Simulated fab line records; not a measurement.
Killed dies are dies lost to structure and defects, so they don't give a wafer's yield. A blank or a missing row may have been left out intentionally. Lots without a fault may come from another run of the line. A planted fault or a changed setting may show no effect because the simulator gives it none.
Chamber matching | flow sfq-line | SFQ_TRILAYER_I7_CMP_CMP_184 on cmp-01: 4 sister chambers
The step polishes SiO2. 4 wafers are shown with their chamber, then 8 later ones without.

## WAFERS WITH THEIR CHAMBER
wafer  | chamber | motor-current-A (A)
L968.2 | 0       | 9.5
L969.1 | 3       | 9.8
L969.2 | 2       | 10.0
L969.6 | 1       | 9.6

## WAFERS WITHOUT THEIR CHAMBER
wafer  | motor-current-A (A)
L970.3 | 9.8
L970.4 | 9.2
L970.5 | 9.5
L972.3 | 9.5
L972.5 | 10.0
L972.6 | 9.3
L973.2 | 9.7
L973.1 | 9.7

## EACH ONE'S CHAMBER
wafer  | from the rows above               | in truth
L970.3 | can't be placed: 3 or 2 or 1      | 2
L970.4 | can't be placed: 0 or 1           | 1
L970.5 | can't be placed: 0 or 1           | 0
L972.3 | can't be placed: 0 or 1           | 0
L972.5 | can't be placed: 2 or 3           | 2
L972.6 | can't be placed: 0 or 1           | 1
L973.2 | can't be placed: 1 or 3 or 0 or 2 | 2
L973.1 | can't be placed: 1 or 3 or 0 or 2 | 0
0 of 8 placed correctly. Can't be placed from these rows: 8 (the true chamber is among the candidates in 8). Number placed wrongly: 0.
How it was worked out, from the rows above alone: a wafer's distance from a chamber is the root of the sum, over the readings, of the square of ((its reading less the chamber's mean) divided by the reading's scatter). The wafer belongs to the nearest chamber; if the next one is less than 2 further off, it can't be placed. Each chamber's mean is taken over the wafers shown for it. The scatter (one wafer shown for each chamber): square how far every hidden wafer sits from the nearest shown wafer, average those squares and take the square root.
